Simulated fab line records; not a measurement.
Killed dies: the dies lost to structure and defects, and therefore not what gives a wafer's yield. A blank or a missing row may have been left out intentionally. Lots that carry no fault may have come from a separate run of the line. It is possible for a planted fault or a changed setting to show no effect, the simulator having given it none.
Problem report in the 8D (eight disciplines) form, filled by code + flow gf180mcu + the parts of the form that need people (team, actions taken, sign-off) are left out

== 1. THE ISSUE ==
Wafers free of any fault read 695 (standard deviation 15) for VT_IMPLANT_4_TW at GF_VT_IMPLANT_TW_MEAS_43, against a mean of 579 on 6 wafers of 2 lots. Measured from the usual mean, that is -7.7 standard deviations.
The first sign was on wafer L912.2 at day 10 09:00, on film metro-01. Wafers with a number at this step in the record: 39, from 13 lots. By rule, "out" or "out of limits" means more than 4 standard deviations away from the usual mean. All remaining wafers that have a number are taken as sound.

== 2. WHAT IT IS AND WHAT IT IS NOT ==
| question                    | is                           | is not                                                                                                              |
|-----------------------------|------------------------------|---------------------------------------------------------------------------------------------------------------------|
| which readings at this step | VT_IMPLANT_4_TW              | -                                                                                                                   |
| which lots                  | L912, L913                   | L904, L906, L914, L915, L917, L918, L919, L920, L923, L924, L925                                                    |
| which wafers of those lots  | all that have a number       | -                                                                                                                   |
| read on which gauges        | film metro-01, film metro-04 | film metro-03                                                                                                       |
| when                        | from day 10 09:00            | up to then (6 sound wafers); but 27 sound wafers of L914, L915, L917, L918, L919, L920, L923, L924, L925 came after |

== 3. THE SUSPECTS, EACH WITH WHAT RULES IT OUT ==
Counting: a tool stays on the suspect list if, at a process step up to the reading, it processed all lots that are out and no sound lot following the first of them.
- the gauge at GF_VT_IMPLANT_TW_MEAS_43: ruled out. Those wafers that are out were read across 2 gauges (film metro-01, film metro-04).
- implanter-02 at GF_VT_IMPLANT_IMPLANT_41: ruled out as a lasting fault. The sound lots L925 went through it after L912, its earliest lot that is out (day 10 08:46).
Left after counting: nothing in the record.

== 4. THE CAUSE (what the simulator had put in) ==
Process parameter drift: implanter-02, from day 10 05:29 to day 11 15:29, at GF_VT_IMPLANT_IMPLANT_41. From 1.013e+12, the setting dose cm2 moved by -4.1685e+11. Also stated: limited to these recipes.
It was ruled out by counting, in error; the rule expects a fault to strike all lots run on its tool from its start on, and this fault did not.

== 5. THE CHAIN OF EFFECTS, in route order ==
Rows list readings where the struck wafers' mean (over those with a number) sits beyond 3 standard deviations from the usual. Readings are gone through only where the record gives a usual standard deviation; hours: the median, over the lots, of the time from a lot's start at the first step in this table giving one to that lot's start at this step; sigmas: the change measured in usual standard deviations.
| hours | step                     | reading            | usual     | on struck wafers | change     | sigmas      |
|-------|--------------------------|--------------------|-----------|------------------|------------|-------------|
| 0     | GF_VT_IMPLANT_IMPLANT_41 | dose ions cm2      | 1.013e+12 | 5.962e+11        | -4.168e+11 | -99 or more |
| 0     | GF_VT_IMPLANT_IMPLANT_41 | faraday current uA | 5.72      | 3.37             | -2.35      | -20         |
| 0     | GF_VT_IMPLANT_TW_MEAS_43 | VT_IMPLANT_4_TW    | 695       | 579              | -116       | -7.7        |
Here are the process steps it includes:
- GF_VT_IMPLANT_IMPLANT_41

== 6. WHAT WOULD HAVE CAUGHT IT SOONER ==
4 hours passed between the start of the fault at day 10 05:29 and the first reading out of limits at a measuring or inspecting step in this record, taken at day 10 09:00.
Tool's own readings at GF_VT_IMPLANT_IMPLANT_41, dose ions cm2, faraday current uA: out on all struck wafers the step has rows for; an alarm limit on them would have tripped on the first.
